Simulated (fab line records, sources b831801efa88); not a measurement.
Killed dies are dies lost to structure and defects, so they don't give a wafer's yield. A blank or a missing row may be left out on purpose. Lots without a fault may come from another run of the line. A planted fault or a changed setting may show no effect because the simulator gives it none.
fab line records | flow sky130
record lots=10 wafers=30 last_day=50
route steps=708 shown VIA2@529 CAPM@538 PAD_OPEN@708
lots that met no fault: from a run of the same line without faults
start_h: hours from the record's first day to the start of the lot's first wafer shown | wait_h: hours since the lot's step before | " the same as in the row above | L1.1+2: a row that stands for several wafers | - no value, or no start given | * or withheld: withheld | < > ~ a bound
route shown NAME@n: a module of which the file shows steps, and the number in the route of the first | usual: mean/standard deviation of fault-free wafers | same: alike in all rows | chamber/n: place in a boat | sites: the reading at each site | _std_site: their standard deviation | _edge_site: outer sites' mean less inner sites' | radius_mm: how far each site lies from the wafer's centre | mask NAME#n: copy n | behind: the tool/chamber that last shaped the wafer | hold: why the lot was held/for how many hours/how that ended | device: the transistor (n, p or np) that didn't switch | end of line: the same wafers' tests at the end of the route | a step without rows: its recipe alone | killed: dies lost to structure and defects at the first sort, not the wafer's yield | map: a wafer's dies, x killed, . not, _ none there
set.NAME: the setting as run; set.NAME@STEP: as run at that earlier step | model.NAME: the simulator's own value behind a step, which no gauge read
steps of the route over a sample of lots; a table a step, a row a wafer
services: from which hour (start_h, from the record's first day; less than 0 if before it) a tool's chamber was out of use, for how many hours, and why
## steps
# step SKY_VIA2_RS_MEAS_22
# recipe thk_meas_gauge=four-point-probe reads=W_of_VIA2_CVD_21+TiN_of_VIA2_SPUTTER_20
# usual VIA2_W_RS=0.274/0.0031
# columns lot.wafer tool chamber start_h wait_h VIA2_W_RS[ohm/sq]
L487.2 film_metro-04 - 838.31 0.1 0.277
L487.5 " - " " 0.279
L487.6 " - " " 0.276
L491.1 film_metro-04 - 886.18 0.1 0.272
L491.4 " - " " 0.272
L491.6 " - " " 0.274
L492.1 film_metro-01 - 894.90 0.1 0.278
L492.2 " - " " 0.276
L492.6 " - " " 0.279
L494.2 film_metro-04 - 900.06 0.1 0.276
L494.5 " - " " 0.272
L494.6 " - " " 0.275
L498.1 film_metro-04 - 933.56 0.1 0.276
L498.2 " - " " 0.276
L498.4 " - " " 0.274
L499.1 film_metro-01 - 935.42 0.1 0.277
L499.2 " - " " 0.275
L499.4 " - " " 0.276
L501.1 film_metro-04 - 946.29 0.1 0.278
L501.3 " - " " 0.278
L501.5 " - " " 0.277
L502.2 film_metro-03 - 954.51 0.1 0.272
L502.3 " - " " 0.270
L502.6 " - " " 0.272
L510.1 film_metro-03 - 1010.39 0.1 0.274
L510.4 " - " " 0.272
L510.5 " - " " 0.271
L509.2 film_metro-03 - 1011.16 0.1 0.277
L509.5 " - " " 0.275
L509.6 " - " " 0.276
# step SKY_CAPM_THK_MEAS_01
# recipe reads=SiO2_of_CAPM_CVD_00
# usual CAPM_CVD_00_THK=15.47/0.22
# columns lot.wafer tool chamber start_h wait_h CAPM_CVD_00_THK[nm]
L487.2 film_metro-02 - 838.97 - 15.17
L487.5 " - " " 15.42
L487.6 " - " " 15.85
L491.1 film_metro-01 - 886.83 - 15.15
L491.4 " - " " 15.37
L491.6 " - " " 15.29
L492.1 film_metro-03 - 895.55 - 15.61
L492.2 " - " " 15.53
L492.6 " - " " 15.41
L494.2 film_metro-02 - 900.71 - 15.53
L494.5 " - " " 16.02
L494.6 " - " " 15.98
L498.1 film_metro-02 - 934.21 - 15.67
L498.2 " - " " 15.21
L498.4 " - " " 15.47
L499.1 film_metro-03 - 936.08 - 15.29
L499.2 " - " " 15.29
L499.4 " - " " 15.62
L501.1 film_metro-02 - 946.95 - 15.37
L501.3 " - " " 15.43
L501.5 " - " " 15.29
L502.2 film_metro-01 - 955.15 - 15.20
L502.3 " - " " 15.17
L502.6 " - " " 15.38
L510.1 film_metro-02 - 1011.04 - 14.95
L510.4 " - " " 15.40
L510.5 " - " " 15.51
L509.2 film_metro-03 - 1011.80 - 15.14
L509.5 " - " " 15.51
L509.6 " - " " 15.18
# step SKY_CAPM_SPUTTER_02
# recipe material=TiN target_thk_nm=200 temp_c=300 power_w=6500 time_s=166.7 chamber_pressure_pa=0.4
# usual cathode_dc_power_W=6500.0/1.1 chamber_pressure_pa=0.3999/0.00087 substrate_temp_c=300.03/0.19 throttle_valve_pct=29.5/0.98
# columns lot.wafer tool chamber start_h wait_h cathode_dc_power_W chamber_pressure_pa substrate_temp_c throttle_valve_pct
L487.2 pvd_sputter-01 - 839.02 0.0 6499.3 0.4006 300.15 29.0
L487.5 " - " " 6499.9 0.3990 299.92 28.9
L487.6 " - " " 6500.9 0.4002 300.45 30.2
L491.1 pvd_sputter-01 - 886.89 0.1 6499.4 0.4010 299.97 30.1
L491.4 " - " " 6498.8 0.3987 300.02 28.8
L491.6 " - " " 6499.1 0.4008 299.95 29.9
L492.1 pvd_sputter-01 - 895.61 0.1 6500.4 0.3990 300.00 28.7
L492.2 " - " " 6498.4 0.3996 299.91 29.1
L492.6 " - " " 6500.1 0.4007 300.13 29.2
L494.2 pvd_sputter-04 - 900.76 0.0 6500.7 0.4015 300.28 30.1
L494.5 " - " " 6499.2 0.3995 299.97 32.1
L494.6 " - " " 6501.9 0.4001 299.96 29.5
L498.1 pvd_sputter-02 - 934.27 0.1 6501.7 0.4010 299.98 31.7
L498.2 " - " " 6500.4 0.3994 300.12 29.5
L498.4 " - " " 6500.3 0.3991 300.33 28.7
L499.1 pvd_sputter-01 - 936.14 0.1 5886.4 0.4006 299.89 28.0
L499.2 " - " " 5889.0 0.3992 299.67 30.1
L499.4 " - " " 5885.8 0.3994 300.11 29.0
L501.1 pvd_sputter-01 - 947.01 0.1 5888.2 0.4008 299.94 28.3
L501.3 " - " " 5885.9 0.3999 300.18 29.0
L501.5 " - " " 5888.0 0.4009 300.42 28.8
L502.2 pvd_sputter-01 - 955.20 0.0 5887.3 0.3992 300.29 28.8
L502.3 " - " " 5887.1 0.3999 299.74 28.4
L502.6 " - " " 5887.4 0.4001 300.08 28.9
L510.1 pvd_sputter-04 - 1011.10 0.1 6499.7 0.3997 299.78 32.2
L510.4 " - " " 6499.0 0.4004 300.08 29.8
L510.5 " - " " 6501.9 0.4001 299.82 31.9
L509.2 pvd_sputter-04 - 1011.85 0.0 6499.4 0.4013 300.15 29.7
L509.5 " - " " 6499.6 0.4006 300.19 30.1
L509.6 " - " " 6499.7 0.4004 299.78 31.0
# step SKY_CAPM_RS_MEAS_03
# recipe thk_meas_gauge=four-point-probe reads=TiN_of_CAPM_SPUTTER_02
# usual CAPM_TIN_RS=6.94/0.085
# columns lot.wafer tool chamber start_h wait_h CAPM_TIN_RS[ohm/sq]
L487.2 film_metro-02 - 839.15 0.1 6.95
L487.5 " - " " 7.00
L487.6 " - " " 7.03
L491.1 film_metro-02 - 887.00 0.1 6.93
L491.4 " - " " 6.91
L491.6 " - " " 6.98
L492.1 film_metro-03 - 895.72 0.1 6.97
L492.2 " - " " 6.97
L492.6 " - " " 6.97
L494.2 film_metro-02 - 900.90 0.1 6.84
L494.5 " - " " 6.99
L494.6 " - " " 6.96
L498.1 film_metro-02 - 934.38 0.1 6.97
L498.2 " - " " 7.07
L498.4 " - " " 7.08
L499.1 film_metro-01 - 936.25 0.1 7.67
L499.2 " - " " 7.62
L499.4 " - " " 7.57
L501.1 film_metro-01 - 947.12 0.1 7.78
L501.3 " - " " 7.74
L501.5 " - " " 7.68
L502.2 film_metro-03 - 955.33 0.1 7.70
L502.3 " - " " 7.81
L502.6 " - " " 7.74
L510.1 film_metro-02 - 1011.21 0.1 7.10
L510.4 " - " " 7.00
L510.5 " - " " 7.08
L509.2 film_metro-01 - 1011.98 0.1 7.05
L509.5 " - " " 7.08
L509.6 " - " " 6.96
# step SKY_CAPM_THK_MEAS_04
# recipe thk_meas_gauge=xrf reads=TiN_of_CAPM_SPUTTER_02
# usual CAPM_TIN_THK=200.9/2.4
# columns lot.wafer tool chamber start_h wait_h CAPM_TIN_THK[nm]
L487.2 film_metro-02 - 839.26 0.1 201.3
L487.5 " - " " 199.0
L487.6 " - " " 198.6
L491.1 film_metro-02 - 887.12 0.1 200.7
L491.4 " - " " 201.2
L491.6 " - " " 201.1
L492.1 film_metro-03 - 895.84 0.1 200.4
L492.2 " - " " 200.0
L492.6 " - " " 200.4
L494.2 film_metro-02 - 901.01 0.1 203.2
L494.5 " - " " 199.8
L494.6 " - " " 200.7
L498.1 film_metro-02 - 934.50 0.1 198.0
L498.2 " - " " 196.9
L498.4 " - " " 196.7
L499.1 film_metro-01 - 936.37 0.1 182.3
L499.2 " - " " 183.0
L499.4 " - " " 185.0
L501.1 film_metro-01 - 947.24 0.1 179.6
L501.3 " - " " 180.2
L501.5 " - " " 181.6
L502.2 film_metro-03 - 955.44 0.1 181.5
L502.3 " - " " 178.7
L502.6 " - " " 181.0
L510.1 film_metro-02 - 1011.33 0.1 196.9
L510.4 " - " " 198.9
L510.5 " - " " 196.7
L509.2 film_metro-01 - 1012.09 0.1 199.8
L509.5 " - " " 198.3
L509.6 " - " " 201.8
# step SKY_CAPM_OVL_MEAS_12
# usual CAPM_OVL=0.5/1.5
# columns lot.wafer tool chamber start_h wait_h CAPM_OVL[nm]
L487.2 overlay-01 - 863.03 0.1 -0.7
L487.5 " - " " -2.2
L487.6 " - " " -1.1
L491.1 overlay-01 - 911.56 0.1 1.3
L491.4 " - " " 2.7
L491.6 " - " " 0.1
L492.1 overlay-01 - 920.26 0.1 1.0
L492.2 " - " " 1.7
L492.6 " - " " 0.1
L494.2 overlay-01 - 925.73 0.1 0.2
L494.5 " - " " 0.3
L494.6 " - " " 2.0
L498.1 overlay-01 - 958.72 0.1 -0.1
L498.2 " - " " 0.2
L498.4 " - " " -1.4
L499.1 overlay-02 - 960.62 0.1 1.2
L499.2 " - " " 0.8
L499.4 " - " " 1.0
L501.1 overlay-01 - 970.92 0.1 0.4
L501.3 " - " " -0.5
L501.5 " - " " 1.6
L502.2 overlay-02 - 979.27 0.1 -1.3
L502.3 " - " " -1.5
L502.6 " - " " -0.6
L510.1 overlay-02 - 1033.92 0.1 4.3
L510.4 " - " " 2.5
L510.5 " - " " 3.6
L509.2 overlay-01 - 1034.58 0.1 -0.6
L509.5 " - " " -0.7
L509.6 " - " " -1.3
# step SKY_CAPM_METAL_ETCH_13
# recipe target_depth_nm=220 stop_on=SiO2 chemistry=Cl2/BCl3 target=TiN pressure_mtorr=10 icp_w=900 bias_w=48.5 Cl2_flow_sccm=60 bcl3_flow_sccm=30 time_s=62.9
# usual drypump_motor_current_A=5.9/0.47 mfc_cl2_sccm=59.99/0.18 oes_product_au=0.939/0.0078 throttle_valve_pct=21.904/0.011
# columns lot.wafer tool chamber start_h wait_h drypump_motor_current_A mfc_cl2_sccm oes_product_au rf_hours_counter_h throttle_valve_pct
L487.2 rie_metal-03 0 863.06 0.0 5.6 60.05 0.936 7 21.891
L487.5 " 1 " " 6.2 59.98 0.940 - 21.910
L487.6 " 0 " " 5.6 60.21 0.936 - 21.901
L491.1 rie_metal-04 0 911.60 0.0 5.0 59.81 0.950 2 21.905
L491.4 " 0 " " 5.0 59.98 0.942 - 21.910
L491.6 " 1 " " 6.0 60.08 0.951 - 21.893
L492.1 rie_metal-04 0 920.30 0.0 5.0 60.23 0.938 2 21.899
L492.2 " 1 " " 6.1 60.01 0.937 13 21.913
L492.6 " 1 " " 6.1 59.88 0.940 - 21.894
L494.2 rie_metal-01 0 925.76 0.0 6.3 59.95 0.943 4 21.900
L494.5 " 1 " " 6.5 59.67 0.933 - 21.912
L494.6 " 0 " " 6.4 59.65 0.934 - 21.902
L498.1 rie_metal-03 0 958.76 0.0 5.5 59.92 0.935 11 21.909
L498.2 " 1 " " 6.2 60.03 0.920 7 21.925
L498.4 " 0 " " 5.6 60.26 0.928 - 21.911
L499.1 rie_metal-04 0 960.66 0.0 5.0 60.24 0.878 4 21.933
L499.2 " 1 " " 6.1 59.78 0.892 15 21.923
L499.4 " 0 " " 5.0 59.93 0.896 - 21.925
L501.1 rie_metal-01 0 970.96 0.0 6.4 59.80 0.892 6 21.932
L501.3 " 0 " " 6.3 60.02 0.890 - 21.932
L501.5 " 1 " " 6.5 60.06 0.884 - 21.937
L502.2 rie_metal-01 1 979.30 0.0 6.5 60.17 0.888 13 21.931
L502.3 " 1 " " 6.5 60.28 0.880 - 21.958
L502.6 " 0 " " 6.3 60.11 0.888 - 21.949
L510.1 rie_metal-04 1 1033.96 0.0 6.1 59.89 0.927 19 21.913
L510.4 " 0 " " 5.0 60.11 0.937 - 21.912
L510.5 " 1 " " 6.1 59.92 0.936 - 21.916
L509.2 rie_metal-01 1 1034.61 0.0 6.5 60.17 0.931 17 21.907
L509.5 " 0 " " 6.4 59.79 0.922 - 21.901
L509.6 " 1 " " 6.5 60.04 0.931 - 21.909
# step SKY_PAD_OPEN_PROBE_99
# usual defect_limited_yield=82.3/1.9 killed_at_M0_to_M3=44/6.9 killed_at_M4_up=3.0/1.5 killed_at_contacts=24/5.2 killed_at_front_end=15/4.1 killed_at_other=0.4/0.62 killed_dies=87/9.6 killed_open=47/7 killed_short=40/6.2 sort_bin_3_pad_short=0.9/0.43 sort_bin_5_function=10.5/1.4 sort_bin_6_memory=6.4/1.2 sort_n_pass=405/9.6 sort_yield_pct=82.3/1.9
# same gross_dies=492 killed_at_back_side=0 sort_bin_4_leakage[%]=0 sort_bin_8_speed[%]=0
# columns lot.wafer tool chamber start_h wait_h defect_limited_yield[%] killed_at_M0_to_M3 killed_at_M4_up killed_at_contacts killed_at_front_end killed_at_other killed_dies killed_open killed_short sort_bin_3_pad_short[%] sort_bin_5_function[%] sort_bin_6_memory[%] sort_n_pass sort_yield_pct[%]
L487.2 prober-01 - 1065.29 0.1 81.7 40 4 24 22 0 90 48 41 1.6 8.9 7.7 402 81.7
L487.5 prober-01 - 1065.44 0.2 81.5 49 3 25 14 0 91 46 45 1.2 12.0 5.3 401 81.5
L487.6 prober-01 - 1065.49 0.2 82.1 40 1 28 19 0 88 56 30 0.8 12.0 5.1 404 82.1
L491.1 prober-01 - 1103.57 0.1 83.3 40 3 23 15 1 82 47 34 1.0 8.7 6.9 410 83.3
L491.4 prober-01 - 1103.72 0.2 84.8 39 1 20 14 1 75 46 29 0.4 10.8 4.1 417 84.8
L491.6 prober-01 - 1103.82 0.2 81.3 45 6 20 20 1 92 53 36 2.0 11.4 5.3 400 81.3
L492.1 prober-02 - 1111.14 0.1 82.9 44 4 22 14 0 84 49 35 1.0 10.2 5.9 408 82.9
L492.2 prober-02 - 1111.19 0.1 81.7 42 2 29 15 2 90 46 42 0.6 11.8 5.9 402 81.7
L492.6 prober-02 - 1111.39 0.2 82.7 46 6 16 16 1 85 45 39 1.4 9.6 6.3 407 82.7
L494.2 prober-02 - 1116.01 0.1 85.6 28 4 31 8 0 71 35 36 0.6 8.9 4.9 421 85.6
L494.5 prober-02 - 1116.16 0.2 80.3 45 5 30 17 0 97 46 51 1.4 11.4 6.9 395 80.3
L494.6 prober-02 - 1116.21 0.2 85.8 29 3 27 11 0 70 38 32 0.6 9.3 4.3 422 85.8
L498.1 prober-02 - 1141.23 0.1 82.5 43 6 25 12 0 86 36 49 0.6 9.8 7.1 406 82.5
L498.2 prober-02 - 1141.28 0.1 80.5 48 3 24 20 1 96 54 42 1.2 11.4 6.9 396 80.5
L498.4 prober-02 - 1141.38 0.2 84.1 38 5 18 17 0 78 36 42 1.4 8.5 5.9 414 84.1
L499.1 prober-01 - 1143.70 0.1 83.1 41 2 27 13 0 83 47 36 0.8 11.2 4.9 409 83.1
L499.2 prober-01 - 1143.75 0.1 83.5 42 2 24 13 0 81 48 33 1.0 10.0 5.5 411 83.5
L499.4 prober-01 - 1143.85 0.2 82.3 46 3 30 8 0 87 43 44 0.8 10.2 6.7 405 82.3
L501.1 prober-01 - 1151.56 0.1 80.7 49 6 25 15 0 95 51 44 0.8 11.8 6.7 397 80.7
L501.3 prober-01 - 1151.66 0.2 83.9 32 3 32 12 0 79 46 33 0.6 9.6 5.9 413 83.9
L501.5 prober-01 - 1151.76 0.2 86.4 27 2 27 11 0 67 35 31 0.4 7.3 5.9 425 86.4
L502.2 prober-02 - 1155.52 0.1 80.5 52 3 30 10 1 96 52 43 1.0 11.4 7.1 396 80.5
L502.3 prober-02 - 1155.57 0.2 83.7 31 2 29 18 0 80 43 37 1.6 9.6 5.1 412 83.7
L502.6 prober-02 - 1155.72 0.2 81.9 45 5 28 11 0 89 52 37 1.8 8.7 7.5 403 81.9
L510.1 prober-01 - 1196.14 0.1 80.3 41 6 31 16 3 97 49 48 1.2 11.4 7.1 395 80.3
L510.4 prober-01 - 1196.29 0.2 79.9 55 1 24 18 1 99 50 48 1.0 12.0 7.1 393 79.9
L510.5 prober-01 - 1196.34 0.2 82.7 45 2 21 17 0 85 47 38 1.4 9.1 6.7 407 82.7
L509.2 prober-02 - 1197.04 0.1 79.5 45 4 32 20 0 101 51 50 0.6 12.2 7.7 391 79.5
L509.5 prober-02 - 1197.19 0.2 84.3 34 3 22 18 0 77 43 34 0.2 8.9 6.5 415 84.3
L509.6 prober-02 - 1197.24 0.2 80.1 46 3 27 21 1 98 53 45 0.8 12.2 6.9 394 80.1
# killed by level:class
L487.2 CONTACT:geometric_particle:open=8 LOCAL_INTERCONNECT:geometric_particle:short=7 FIELD_ISO:geometric_particle:short=6 LI_CONTACT:geometric_particle:open=6 VIA1:geometric_particle:open=6 VIA1:geometric_particle:short=5 METAL2:geometric_particle:short=5 VIA2:geometric_particle:open=5
L487.5 VIA1:geometric_particle:open=12 CONTACT:geometric_particle:open=9 LI_CONTACT:geometric_particle:open=8 VIA1:geometric_particle:short=8 CONTACT:geometric_particle:short=6 POLY_GATE:geometric_particle:short=5 VIA2:geometric_particle:open=5 METAL1:geometric_particle:short=5
L487.6 CONTACT:geometric_particle:open=12 FIELD_ISO:geometric_particle:open=9 VIA1:geometric_particle:open=9 LI_CONTACT:geometric_particle:open=7 CONTACT:geometric_particle:short=6 VIA3:geometric_particle:open=6 METAL1:geometric_particle:short=4 METAL1:geometric_particle:open=4
L491.1 VIA1:geometric_particle:open=9 LI_CONTACT:geometric_particle:open=7 VIA3:geometric_particle:open=7 VIA2:geometric_particle:open=6 FIELD_ISO:geometric_particle:open=5 LI_CONTACT:geometric_particle:short=4 LOCAL_INTERCONNECT:geometric_particle:short=4 METAL1:geometric_particle:short=4
L491.4 VIA1:geometric_particle:open=8 VIA2:geometric_particle:open=8 LI_CONTACT:geometric_particle:open=7 FIELD_ISO:geometric_particle:open=6 CONTACT:geometric_particle:short=6 POLY_GATE:geometric_particle:open=5 VIA3:geometric_particle:open=5 VIA2:geometric_particle:short=4
L491.6 VIA1:geometric_particle:open=14 FIELD_ISO:geometric_particle:open=8 LI_CONTACT:geometric_particle:open=8 VIA2:geometric_particle:open=7 CONTACT:geometric_particle:open=7 METAL4:geometric_particle:short=6 VIA3:geometric_particle:short=5 CONTACT:geometric_particle:short=5
L492.1 VIA3:geometric_particle:open=12 VIA1:geometric_particle:open=9 CONTACT:geometric_particle:short=7 FIELD_ISO:geometric_particle:open=6 CONTACT:geometric_particle:open=6 FIELD_ISO:geometric_particle:short=5 METAL1:geometric_particle:short=5 VIA2:geometric_particle:open=4
L492.2 VIA3:geometric_particle:open=13 CONTACT:geometric_particle:open=11 VIA1:geometric_particle:open=6 LOCAL_INTERCONNECT:geometric_particle:short=5 FIELD_ISO:geometric_particle:short=4 LI_CONTACT:geometric_particle:open=4 POLY_GATE:geometric_particle:short=4 METAL1:geometric_particle:short=4
L492.6 VIA1:geometric_particle:open=12 FIELD_ISO:geometric_particle:short=6 METAL1:geometric_particle:short=6 METAL2:geometric_particle:short=6 VIA3:geometric_particle:open=5 CONTACT:geometric_particle:open=5 METAL4:geometric_particle:short=5 POLY_GATE:geometric_particle:open=4
L494.2 CONTACT:geometric_particle:open=9 LOCAL_INTERCONNECT:geometric_particle:short=7 CONTACT:geometric_particle:short=7 VIA2:geometric_particle:open=6 VIA1:geometric_particle:open=5 LI_CONTACT:geometric_particle:short=4 LI_CONTACT:geometric_particle:open=4 VIA3:geometric_particle:short=4
L494.5 CONTACT:geometric_particle:open=10 VIA1:geometric_particle:short=9 CONTACT:geometric_particle:short=8 POLY_GATE:geometric_particle:open=6 METAL1:geometric_particle:short=6 VIA1:geometric_particle:open=6 VIA2:geometric_particle:open=5 FIELD_ISO:geometric_particle:short=5
L494.6 LI_CONTACT:geometric_particle:open=8 CONTACT:geometric_particle:open=8 VIA1:geometric_particle:open=7 METAL2:geometric_particle:short=5 METAL1:geometric_particle:short=4 LOCAL_INTERCONNECT:geometric_particle:short=4 CONTACT:geometric_particle:short=4 VIA2:geometric_particle:open=4
L498.1 VIA1:geometric_particle:short=8 CONTACT:geometric_particle:open=7 VIA1:geometric_particle:open=7 VIA2:geometric_particle:open=6 FIELD_ISO:geometric_particle:short=5 LI_CONTACT:geometric_particle:open=5 LI_CONTACT:geometric_particle:short=5 METAL1:geometric_particle:short=5
L498.2 VIA1:geometric_particle:open=12 METAL1:geometric_particle:short=8 VIA3:geometric_particle:open=8 CONTACT:geometric_particle:short=7 CONTACT:geometric_particle:open=7 POLY_GATE:geometric_particle:short=5 LI_CONTACT:geometric_particle:open=5 VIA2:geometric_particle:open=5
L498.4 VIA1:geometric_particle:open=9 CONTACT:geometric_particle:open=8 METAL1:geometric_particle:short=6 FIELD_ISO:geometric_particle:short=5 VIA1:geometric_particle:short=5 FIELD_ISO:geometric_particle:open=4 LI_CONTACT:geometric_particle:open=4 METAL4:geometric_particle:short=4
L499.1 VIA1:geometric_particle:open=10 CONTACT:geometric_particle:open=8 LI_CONTACT:geometric_particle:open=6 LI_CONTACT:geometric_particle:short=6 METAL1:geometric_particle:short=6 VIA2:geometric_particle:open=6 LOCAL_INTERCONNECT:geometric_particle:short=5 METAL2:geometric_particle:short=5
L499.2 LI_CONTACT:geometric_particle:open=11 VIA1:geometric_particle:open=8 FIELD_ISO:geometric_particle:open=7 METAL1:geometric_particle:short=7 VIA2:geometric_particle:open=6 CONTACT:geometric_particle:open=5 METAL1:geometric_particle:open=4 VIA1:geometric_particle:short=4
L499.4 CONTACT:geometric_particle:open=9 VIA1:geometric_particle:open=9 LI_CONTACT:geometric_particle:open=8 VIA1:geometric_particle:short=6 METAL1:geometric_particle:short=6 METAL2:geometric_particle:short=6 VIA2:geometric_particle:open=6 LOCAL_INTERCONNECT:geometric_particle:short=5
L501.1 VIA2:geometric_particle:open=11 LI_CONTACT:geometric_particle:open=8 VIA1:geometric_particle:open=8 CONTACT:geometric_particle:open=7 VIA3:geometric_particle:open=6 METAL3:geometric_particle:short=6 LOCAL_INTERCONNECT:geometric_particle:short=5 VIA1:geometric_particle:short=5
L501.3 CONTACT:geometric_particle:open=15 VIA2:geometric_particle:open=6 LI_CONTACT:geometric_particle:open=6 METAL1:geometric_particle:short=6 VIA3:geometric_particle:open=5 CONTACT:geometric_particle:short=5 VIA1:geometric_particle:open=5 FIELD_ISO:geometric_particle:open=4
L501.5 LI_CONTACT:geometric_particle:open=7 VIA2:geometric_particle:open=7 LOCAL_INTERCONNECT:geometric_particle:short=6 CONTACT:geometric_particle:open=6 CONTACT:geometric_particle:short=5 FIELD_ISO:geometric_particle:open=3 POLY_GATE:geometric_particle:short=3 LI_CONTACT:geometric_particle:short=3
L502.2 METAL1:geometric_particle:short=10 VIA3:geometric_particle:open=9 LI_CONTACT:geometric_particle:open=9 CONTACT:geometric_particle:open=9 VIA1:geometric_particle:open=8 VIA1:geometric_particle:short=6 VIA2:geometric_particle:open=5 LI_CONTACT:geometric_particle:short=4
L502.3 CONTACT:geometric_particle:open=12 VIA1:geometric_particle:open=10 METAL1:geometric_particle:short=8 LI_CONTACT:geometric_particle:short=6 POLY_GATE:geometric_particle:open=5 METAL2:geometric_particle:short=5 FIELD_ISO:geometric_particle:short=4 FIELD_ISO:geometric_particle:open=4
L502.6 CONTACT:geometric_particle:open=11 LI_CONTACT:geometric_particle:open=9 VIA1:geometric_particle:open=9 METAL1:geometric_particle:short=8 METAL1:geometric_particle:open=6 CONTACT:geometric_particle:short=5 METAL2:geometric_particle:short=5 VIA2:geometric_particle:open=5
L510.1 VIA1:geometric_particle:open=10 LOCAL_INTERCONNECT:geometric_particle:short=9 LI_CONTACT:geometric_particle:open=8 FIELD_ISO:geometric_particle:short=7 CONTACT:geometric_particle:open=7 VIA3:geometric_particle:open=7 METAL1:geometric_particle:short=5 VIA1:geometric_particle:short=5
L510.4 VIA1:geometric_particle:open=10 VIA2:geometric_particle:open=9 LOCAL_INTERCONNECT:geometric_particle:short=8 CONTACT:geometric_particle:open=8 METAL2:geometric_particle:short=7 VIA3:geometric_particle:open=7 METAL3:geometric_particle:short=6 FIELD_ISO:geometric_particle:open=5
L510.5 VIA3:geometric_particle:open=10 VIA1:geometric_particle:open=9 METAL1:geometric_particle:short=9 CONTACT:geometric_particle:open=8 LI_CONTACT:geometric_particle:open=7 VIA2:geometric_particle:short=6 FIELD_ISO:geometric_particle:open=4 POLY_GATE:geometric_particle:short=4
L509.2 METAL2:geometric_particle:short=10 FIELD_ISO:geometric_particle:open=9 LI_CONTACT:geometric_particle:open=9 CONTACT:geometric_particle:open=9 LOCAL_INTERCONNECT:geometric_particle:short=8 VIA3:geometric_particle:open=8 METAL1:geometric_particle:short=6 VIA1:geometric_particle:open=6
L509.5 CONTACT:geometric_particle:open=9 VIA1:geometric_particle:open=7 FIELD_ISO:geometric_particle:short=6 VIA2:geometric_particle:open=6 VIA3:geometric_particle:open=6 METAL1:geometric_particle:short=4 LOCAL_INTERCONNECT:geometric_particle:short=4 CONTACT:geometric_particle:short=4
L509.6 VIA1:geometric_particle:open=16 LI_CONTACT:geometric_particle:open=8 CONTACT:geometric_particle:open=7 FIELD_ISO:geometric_particle:short=6 VIA1:geometric_particle:short=6 VIA3:geometric_particle:open=6 CONTACT:geometric_particle:short=5 VIA2:geometric_particle:open=5
## services
# columns tool chamber start_h hours kind
pvd_sputter-04 1 826.50 - consumable_replace:kit
pvd_sputter-04 1 826.50 18.0 scheduled_down
pvd_sputter-04 1 826.50 18.0 vent_cycle
pvd_sputter-01 3 829.43 - consumable_replace:kit
pvd_sputter-01 3 829.43 18.0 scheduled_down
pvd_sputter-01 3 829.43 18.0 vent_cycle
rie_metal-01 0 829.44 - clean
rie_metal-01 0 829.44 12.8 scheduled_down
rie_metal-01 0 829.44 12.8 vent_cycle
rie_metal-04 0 840.54 - clean
rie_metal-04 0 840.54 30.2 scheduled_down
rie_metal-04 0 840.54 30.2 vent_cycle
pvd_sputter-04 - 865.95 3.0 repair
rie_metal-04 1 866.64 1.6 repair
pvd_sputter-01 - 870.55 4.3 repair
rie_metal-04 0 887.31 3.6 repair
rie_metal-01 - 959.68 2.8 pm
rie_metal-03 - 983.41 4.6 repair
rie_metal-03 - 988.02 2.8 pm
pvd_sputter-04 0 991.07 - consumable_replace:kit
pvd_sputter-02 - 997.43 3.8 repair
rie_metal-01 - 1011.82 1.4 pm
pvd_sputter-01 - 1022.62 5.0 repair
rie_metal-03 - 1027.47 0.2 repair
## key
first_sign step=SKY_CAPM_SPUTTER_02 reading=cathode_dc_power_W direction=down sigmas=99+ usual=6500.0 struck=5887.2
effect step=SKY_CAPM_RS_MEAS_03 reading=CAPM_TIN_RS direction=up sigmas=9 usual=6.94 struck=7.70
effect step=SKY_CAPM_THK_MEAS_04 reading=CAPM_TIN_THK direction=down sigmas=8.1 usual=200.9 struck=181.4
effect step=SKY_CAPM_METAL_ETCH_13 reading=oes_product_au direction=down sigmas=6.6 usual=0.939 struck=0.887
met_at SKY_CAPM_SPUTTER_02
struck_lots L499,L501,L502
not_acting_at SKY_VIA2_RS_MEAS_22,SKY_CAPM_THK_MEAS_01,SKY_CAPM_OVL_MEAS_12
onset_between 895.61 936.14
fault kind=process_parameter_drift tool=pvd_sputter-01 chamber=- onset_h=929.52 steps=SKY_CAPM_SPUTTER_02 channel=power_w offset=* shape=step end_h=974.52 acts_in=* stated=*
